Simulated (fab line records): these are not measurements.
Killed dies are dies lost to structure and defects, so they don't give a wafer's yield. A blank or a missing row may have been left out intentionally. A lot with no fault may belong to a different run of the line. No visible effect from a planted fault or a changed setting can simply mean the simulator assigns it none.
A lot that was struck, set against a sound lot -- flow sky130 -- 44 steps out of a route of 708
Sound: the wafers L320.1, L320.5, L320.6. Struck: wafer L335.5; the same lot's L335.6 was not struck, so it is left out; see the end for the cause.
At each step with rows: each side's tool, then ch and its chambers, then its first start. Under that, the readings that differ: sound wafers -- struck wafers -- difference of the means -- sigmas: that difference in standard deviations of wafers without a fault.
alike: readings with means less than 2 such deviations apart, plus words and numbers identical on both sides. not compared: withheld readings, readings lacking a value on some wafer, bounds such as >300 that could conceal the same value, and numbers that have no deviation in the record and whose values overlap.
Wherever a step has rows on one side only, a row that says differs or no value, or a row with sigmas, the two part there. Non-overlapping numbers with no deviation appear without sigmas and do not part them. Lack of a reading on every wafer of one side parts them only where that side has two or more wafers.

first, 2 steps without rows for these wafers: SKY_DNWELL_DEVELOP_06 (develop time 60 s); SKY_DNWELL_IMPLANT_07.
SKY_DNWELL_STRIP_08: strips in O2/N2.
  sound on plasma-asher-01 ch 0,1, day 4 02:20; struck on plasma-asher-04 ch 1, day 7 19:37
  alike: drypump-motor-current-A, n2-flow-sccm, oes-product-au, strip-time-to-endpoint-s
  not compared: rf-hours-counter-h
SKY_DNWELL_TW_MEAS_09:
  sound: film-metro-01 at day 4 02:26; struck: film-metro-03 at day 7 19:41
  alike: DNWELL_TW
then, 7 steps without rows for these wafers: SKY_PWDE_DEHYDRATE_00 (time 60 s); SKY_PWDE_HMDS_01 (prime time 60 s); SKY_PWDE_COAT_02 (resist thk 3000 nm); SKY_PWDE_SOFTBAKE_03; SKY_PWDE_EXPOSE_04 (exposes mask PWDEM, target cd 840 nm); SKY_PWDE_PEB_05; SKY_PWDE_DEVELOP_06 (develop time 60 s).
SKY_PWDE_OVL_MEAS_07:
  sound: overlay-01 at day 4 19:06; struck: overlay-01 at day 8 15:46
  alike: PWDE_OVL
SKY_PWDE_IMPLANT_08:
  sound on implanter-02 ch 0, day 4 19:08; struck on implanter-02 ch 0, day 8 15:53
SKY_PWDE_STRIP_09: strips in O2/N2.
  sound on plasma-asher-03 ch 0,1, day 4 19:17; struck on plasma-asher-04 ch 1, day 8 16:00
  alike: drypump-motor-current-A, n2-flow-sccm, oes-product-au, strip-time-to-endpoint-s
  not compared: rf-hours-counter-h
SKY_PWDE_TW_MEAS_10:
  sound: film-metro-04 at day 4 19:23; struck: film-metro-01 at day 8 16:04
  alike: PWDE_TW
then, 7 steps without rows for these wafers: SKY_NWELL_DEHYDRATE_03 (time 60 s); SKY_NWELL_HMDS_04 (prime time 60 s); SKY_NWELL_COAT_05 (resist thk 3000 nm); SKY_NWELL_SOFTBAKE_06; SKY_NWELL_EXPOSE_07 (exposes mask NWM, target cd 840 nm); SKY_NWELL_PEB_08; SKY_NWELL_DEVELOP_09 (develop time 60 s).
SKY_NWELL_OVL_MEAS_10:
  sound: overlay-02 at day 5 12:50; struck: overlay-02 at day 9 13:04
  alike: NWELL_00_OVL
then, 3 steps without rows for these wafers: SKY_NWELL_IMPLANT_11; SKY_NWELL_IMPLANT_12; SKY_NWELL_IMPLANT_13.
SKY_NWELL_STRIP_14: strips in O2/N2.
  sound on plasma-asher-04 ch 0,1, day 5 13:19; struck on plasma-asher-01 ch 1, day 9 13:36
  alike: drypump-motor-current-A, n2-flow-sccm, oes-product-au, strip-time-to-endpoint-s
  not compared: rf-hours-counter-h
SKY_NWELL_TW_MEAS_15:
  sound: film-metro-04 at day 5 13:25; struck: film-metro-01 at day 9 13:40
reading,sound,struck,difference,sigmas
NWELL_TW,1799 1790 1785,1837,+46,+3
then, 7 steps without rows for these wafers: SKY_NWELL_DEHYDRATE_16 (time 60 s); SKY_NWELL_HMDS_17 (prime time 60 s); SKY_NWELL_COAT_18 (resist thk 3000 nm); SKY_NWELL_SOFTBAKE_19; SKY_NWELL_EXPOSE_20 (exposes mask NWM COMPLEMENT, target cd 840 nm); SKY_NWELL_PEB_21; SKY_NWELL_DEVELOP_22 (develop time 60 s).
SKY_NWELL_OVL_MEAS_23:
  sound: overlay-01 at day 6 07:38; struck: overlay-02 at day 10 11:52
  alike: NWELL_01_OVL
following that, these wafers have no rows for 1 step: SKY_NWELL_IMPLANT_24.
SKY_NWELL_STRIP_25: strips in O2/N2.
  sound on plasma-asher-01 ch 0,1, day 6 07:49; struck on plasma-asher-01 ch 1, day 10 12:06
  alike: drypump-motor-current-A, n2-flow-sccm, oes-product-au, strip-time-to-endpoint-s
  not compared: rf-hours-counter-h
SKY_NWELL_TW_MEAS_26:
  sound: film-metro-04 at day 6 07:55; struck: film-metro-04 at day 10 12:10
  alike: NWELL_2_TW
then, 1 step without rows for these wafers: SKY_NWELL_CLEAN_27 (cleans in SC1/SC2, time 150 s).
SKY_NWELL_RTA_28: time 30 s.
  sound on rtp-anneal-01 ch 0, day 6 08:01; struck on rtp-anneal-02 ch 0, day 10 12:22
  alike: anneal-temp-c-max, lamp-power-pct, wafer_temp_C_max
SKY_NWELL_RS_MEAS_29: a four-point-probe measurement.
  sound: film-metro-04 at day 6 08:07; struck: film-metro-03 at day 10 12:28
  alike: NWELL_RS
SKY_NWELL_RS_MEAS_31: a four-point-probe measurement.
  sound: film-metro-04 at day 6 08:22; struck: film-metro-03 at day 10 12:43
reading,sound,struck,difference,sigmas
PWDE_RS (ohm/sq),5277 5253 5268,5393,+127,+6
following that, these wafers have no rows for 1 step: SKY_PAD_OPEN_PROBE_99.

== WHERE THEY PART ==
First at SKY_NWELL_TW_MEAS_15; last, within this record, at SKY_NWELL_RS_MEAS_31.

WHY: the cause the simulator had injected
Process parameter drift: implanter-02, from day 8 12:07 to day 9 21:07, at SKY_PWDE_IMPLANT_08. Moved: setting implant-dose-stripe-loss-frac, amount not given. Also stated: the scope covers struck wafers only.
